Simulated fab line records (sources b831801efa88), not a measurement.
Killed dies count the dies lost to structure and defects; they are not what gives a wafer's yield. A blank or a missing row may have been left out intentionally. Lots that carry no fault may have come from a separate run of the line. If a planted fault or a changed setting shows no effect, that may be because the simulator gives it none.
Which of the tools did it?	flow sky130	72 wafers from 24 lots sampled at 6 of the route's 708 steps

== WHAT EACH GAUGE READ, for each wafer ==
SKY_CAP2M_RS_MEAS_03: a four-point-probe measurement.
lot	measured	on	CAP2M_TIN_RS (ohm/sq)
L074	day 39 16:38	film metro-02	6.83 6.81 6.88
L075	day 39 15:11	film metro-03	6.83 6.84 6.89
L076	day 40 00:51	film metro-02	6.90 6.89 7.01
L077	day 40 05:28	film metro-03	7.01 6.96 6.88
L078	day 40 12:08	film metro-01	6.89 6.97 6.98
L079	day 40 22:07	film metro-01	6.85 7.02 6.94
L080	day 41 03:59	film metro-02	7.03 6.92 6.98
L081	day 42 01:45	film metro-01	6.97 6.95 6.96
L082	day 42 04:19	film metro-02	7.03 7.09 6.97
L083	day 42 05:36	film metro-02	6.89 6.88 6.84
L084	day 42 14:34	film metro-03	6.91 6.88 6.90
L085	day 42 16:52	film metro-02	6.93 6.87 7.00
L087	day 43 17:24	film metro-02	6.83 6.85 6.88
L086	day 43 18:35	film metro-02	6.82 6.80 6.82
L088	day 43 20:51	film metro-01	7.02 6.97 7.01
L089	day 44 07:59	film metro-02	7.02 7.02 6.96
L092	day 44 10:06	film metro-03	6.91 6.92 6.89
L090	day 44 12:43	film metro-01	6.88 6.87 6.86
L091	day 44 13:45	film metro-03	6.90 6.89 6.96
L093	day 44 16:42	film metro-02	6.84 6.99 6.92
L094	day 44 21:17	film metro-02	6.95 6.95 6.91
L095	day 45 06:01	film metro-01	6.90 6.92 7.07
L096	day 45 13:43	film metro-01	6.85 6.85 6.90
L097	day 45 21:24	film metro-03	6.67 6.72 6.68

SKY_VIA4_BOW_MEAS_03.
lot	measured	on	VIA4_BOW (um)
L074	day 41 19:34	film metro-01	81 72 77
L075	day 41 17:10	film metro-03	78 86 103
L076	day 42 02:48	film metro-01	79 76 84
L077	day 42 06:22	film metro-01	89 101 85
L078	day 42 12:52	film metro-03	74 69 84
L079	day 42 22:22	film metro-03	88 68 80
L080	day 43 03:28	film metro-03	85 78 83
L081	day 44 02:23	film metro-03	66 87 70
L082	day 44 04:13	film metro-01	87 81 81
L083	day 44 05:42	film metro-01	82 63 86
L084	day 44 14:48	film metro-03	91 79 69
L085	day 44 17:19	film metro-03	77 83 69
L087	day 45 15:32	film metro-01	54 82 85
L086	day 45 17:00	film metro-03	78 77 83
L088	day 45 18:37	film metro-04	76 67 70
L089	day 46 05:39	film metro-04	84 70 66
L092	day 46 07:09	film metro-01	78 81 68
L090	day 46 08:47	film metro-04	69 74 66
L091	day 46 10:43	film metro-01	84 82 81
L093	day 46 12:30	film metro-03	78 74 79
L094	day 46 16:58	film metro-04	66 76 76
L095	day 47 01:21	film metro-01	91 95 83
L096	day 47 08:32	film metro-03	86 82 80
L097	day 47 14:14	film metro-01	67 84 79

SKY_PAD_OPEN_BOW_MEAS_13.
lot	measured	on	PAD_OPEN_BOW (um)
L074	day 45 17:16	film metro-03	50 39 46
L075	day 45 15:07	film metro-03	45 54 70
L076	day 46 01:40	film metro-03	46 41 51
L077	day 46 03:46	film metro-02	54 67 50
L078	day 46 09:07	film metro-03	35 32 46
L079	day 46 17:43	film metro-02	54 35 46
L080	day 46 22:37	film metro-03	48 42 44
L081	day 47 18:10	film metro-03	31 52 34
L082	day 47 19:52	film metro-02	55 50 50
L083	day 47 21:35	film metro-03	51 35 57
L084	day 48 04:17	film metro-03	59 47 38
L085	day 48 06:31	film metro-03	46 52 37
L087	day 49 01:04	film metro-02	19 48 51
L086	day 49 03:20	film metro-02	46 43 48
L088	day 49 04:51	film metro-02	56 47 50
L089	day 49 14:14	film metro-03	54 39 36
L092	day 49 15:56	film metro-03	46 49 36
L090	day 49 16:38	film metro-01	42 47 40
L091	day 49 19:22	film metro-02	47 45 41
L093	day 49 20:21	film metro-03	41 39 43
L094	day 49 23:43	film metro-01	33 42 41
L095	day 50 04:56	film metro-01	58 62 48
L096	day 50 12:02	film metro-01	55 51 48
L097	day 50 16:03	film metro-02	38 54 48

== WHICH TOOL RAN EACH LOT (tool, then ch and the chambers of the sampled wafers, then the start) ==
lot	SKY_METAL1_SPUTTER_01	SKY_VIA3_ETCH_15	SKY_CAP2M_METAL_ETCH_13
L074	pvd sputter-04, day 31 13:58	rie diel-03 ch 0,1, day 39 14:58	rie metal-04 ch 0,1, day 40 17:12
L075	pvd sputter-02, day 31 13:59	rie diel-04 ch 0,2,3, day 39 13:22	rie metal-01 ch 0,1, day 40 15:57
L076	pvd sputter-03, day 32 00:23	rie diel-01 ch 0,1, day 39 23:05	rie metal-01 ch 0,1, day 41 00:47
L077	pvd sputter-04, day 32 04:13	rie diel-03 ch 0,2,3, day 40 03:44	rie metal-04 ch 0,1, day 41 05:26
L078	pvd sputter-02, day 32 08:34	rie diel-04 ch 0,2,3, day 40 10:04	rie metal-04 ch 0,1, day 41 11:13
L079	pvd sputter-03, day 32 21:34	rie diel-04 ch 2,3, day 40 20:25	rie metal-04 ch 0,1, day 41 21:33
L080	pvd sputter-04, day 33 05:42	rie diel-03 ch 0,2,3, day 41 02:14	rie metal-03 ch 0,1, day 42 03:05
L081	pvd sputter-03, day 34 05:17	rie diel-03 ch 0,3, day 42 00:04	rie metal-03 ch 0,1, day 43 00:58
L082	pvd sputter-03, day 34 12:13	rie diel-04 ch 1,2,3, day 42 02:37	rie metal-04 ch 0,1, day 43 02:51
L083	pvd sputter-03, day 34 12:56	rie diel-04 ch 0,1,2, day 42 03:53	rie metal-03 ch 0,1, day 43 04:24
L084	pvd sputter-04, day 34 21:07	rie diel-04 ch 0,1,3, day 42 12:52	rie metal-01 ch 1, day 43 13:25
L085	pvd sputter-04, day 35 01:02	rie diel-01 ch 0,1,2, day 42 15:08	rie metal-01 ch 1, day 43 15:36
L087	pvd sputter-02, day 36 05:00	rie diel-03 ch 0,1,3, day 43 15:22	rie metal-04 ch 0,1, day 44 16:19
L086	pvd sputter-03, day 36 06:10	rie diel-01 ch 1,2,3, day 43 16:49	rie metal-03 ch 0,1, day 44 17:13
L088	pvd sputter-03, day 36 09:09	rie diel-03 ch 0,2, day 43 19:04	rie metal-04 ch 0,1, day 44 18:36
L089	pvd sputter-03, day 36 19:21	rie diel-04 ch 2,3, day 44 06:16	rie metal-01 ch 0,1, day 45 06:30
L092	pvd sputter-04, day 36 22:05	rie diel-04 ch 0,1, day 44 08:25	rie metal-01 ch 0,1, day 45 07:27
L090	pvd sputter-04, day 37 00:03	rie diel-01 ch 0,1,3, day 44 10:59	rie metal-01 ch 0,1, day 45 09:48
L091	pvd sputter-02, day 37 02:55	rie diel-03 ch 1,2,3, day 44 12:02	rie metal-01 ch 0,1, day 45 11:27
L093	pvd sputter-04, day 37 07:30	rie diel-01 ch 1,2,3, day 44 14:58	rie metal-01 ch 0,1, day 45 13:30
L094	pvd sputter-03, day 37 13:21	rie diel-03 ch 2,3, day 44 19:37	rie metal-01 ch 0,1, day 45 18:24
L095	pvd sputter-02, day 37 23:37	rie diel-01 ch 1,2,3, day 45 04:14	rie metal-03 ch 0,1, day 46 02:43
L096	pvd sputter-02, day 38 10:02	rie diel-01 ch 0,1,3, day 45 11:58	rie metal-04 ch 0,1, day 46 10:24
L097	pvd sputter-03, day 38 13:54	rie diel-03 ch 0,2,3, day 45 19:37	rie metal-04 ch 0,1, day 46 17:15
- SKY_METAL1_SPUTTER_01: material TiN, target thk 20 nm, time 16.7 s.
- SKY_VIA3_ETCH_15: etches SiO2 in C4F8/O2/Ar, stops on TiN, target depth 507 nm, time 78 s.
- SKY_CAP2M_METAL_ETCH_13: etches TiN in Cl2/BCl3, stops on SiO2, target depth 220 nm, time 62.9 s.

== AS READ BY THE TOOLS THEMSELVES (means over the sampled wafers that have a number; for cases with no such wafer, the mark the record gives instead) ==
SKY_METAL1_SPUTTER_01.
lot	tool	throttle valve pct (%)
L074	pvd sputter-04	30.9
L075	pvd sputter-02	29.7
L076	pvd sputter-03	30.9
L077	pvd sputter-04	30.8
L078	pvd sputter-02	29.5
L079	pvd sputter-03	29.0
L080	pvd sputter-04	30.8
L081	pvd sputter-03	29.9
L082	pvd sputter-03	29.2
L083	pvd sputter-03	30.7
L084	pvd sputter-04	30.7
L085	pvd sputter-04	30.8
L087	pvd sputter-02	29.8
L086	pvd sputter-03	29.1
L088	pvd sputter-03	29.1
L089	pvd sputter-03	29.8
L092	pvd sputter-04	30.7
L090	pvd sputter-04	30.6
L091	pvd sputter-02	29.8
L093	pvd sputter-04	30.6
L094	pvd sputter-03	29.2
L095	pvd sputter-02	30.2
L096	pvd sputter-02	30.0
L097	pvd sputter-03	28.0

SKY_VIA3_ETCH_15.
lot	tool	chamber pressure mTorr (mTorr)	oes product au (a.u.)
L074	rie diel-03	39.96	0.944
L075	rie diel-04	40.01	0.948
L076	rie diel-01	39.97	0.946
L077	rie diel-03	40.04	0.946
L078	rie diel-04	39.97	0.948
L079	rie diel-04	40.00	0.944
L080	rie diel-03	39.98	0.944
L081	rie diel-03	40.04	0.946
L082	rie diel-04	39.98	0.943
L083	rie diel-04	40.01	0.944
L084	rie diel-04	39.98	0.942
L085	rie diel-01	39.98	0.946
L087	rie diel-03	39.99	0.944
L086	rie diel-01	40.02	0.943
L088	rie diel-03	40.00	0.943
L089	rie diel-04	40.02	0.948
L092	rie diel-04	40.00	0.948
L090	rie diel-01	40.03	0.945
L091	rie diel-03	40.00	0.948
L093	rie diel-01	40.00	0.947
L094	rie diel-03	40.01	0.947
L095	rie diel-01	39.99	0.950
L096	rie diel-01	39.96	0.946
L097	rie diel-03	40.02	0.945

SKY_CAP2M_METAL_ETCH_13.
lot	tool	chamber pressure mTorr (mTorr)	drypump motor current A (A)	oes product au (a.u.)	throttle valve pct (%)
L074	rie metal-04	9.995	5.51	0.952	21.898
L075	rie metal-01	10.010	5.71	0.938	21.893
L076	rie metal-01	9.998	5.70	0.940	21.899
L077	rie metal-04	10.001	5.77	0.935	21.913
L078	rie metal-04	10.005	5.77	0.938	21.902
L079	rie metal-04	9.998	5.74	0.936	21.898
L080	rie metal-03	9.994	5.64	0.931	21.911
L081	rie metal-03	10.005	5.63	0.940	21.906
L082	rie metal-04	10.001	5.75	0.931	21.906
L083	rie metal-03	9.993	5.60	0.944	21.905
L084	rie metal-01	10.004	5.62	0.941	21.906
L085	rie metal-01	10.002	5.61	0.942	21.906
L087	rie metal-04	9.995	5.51	0.952	21.898
L086	rie metal-03	10.006	5.66	0.948	21.894
L088	rie metal-04	10.003	5.75	0.936	21.906
L089	rie metal-01	10.000	5.70	0.934	21.898
L092	rie metal-01	10.005	5.71	0.938	21.907
L090	rie metal-01	9.999	5.72	0.945	21.902
L091	rie metal-01	10.006	5.67	0.939	21.908
L093	rie metal-01	10.008	5.72	0.937	21.899
L094	rie metal-01	9.994	5.66	0.941	21.905
L095	rie metal-03	9.995	5.62	0.936	21.909
L096	rie metal-04	9.994	5.53	0.946	21.895
L097	rie metal-04	10.002	5.76	0.962	21.890

== THE ANSWER, worked out from the rows above alone ==
Rule: what is usual is taken from the lots themselves. Put in order of their means at a reading, lots are off if they are a third of the lots or fewer, leave a main group of 4 or more, and stand apart from it by a gap of 3 or more times the standard deviation of the main group's means; of several such gaps the widest counts. The tables above print the reading to a certain number of digits; a main group whose means all agree to those digits is not used. Also off: a lot with no number at a reading for which 4 or more lots have one. Any other lot the step has rows for is counted as sound. First the gauges in route order, then the tools' own readings, where a lot's mean is used as printed above. At the first step where some lot is off, the reading lying furthest off is the one used; lots without a number count as furthest.
No lot is off at any reading shown: from this, nothing can be told.

== WHAT HAD BEEN PUT IN BY THE SIMULATOR ==
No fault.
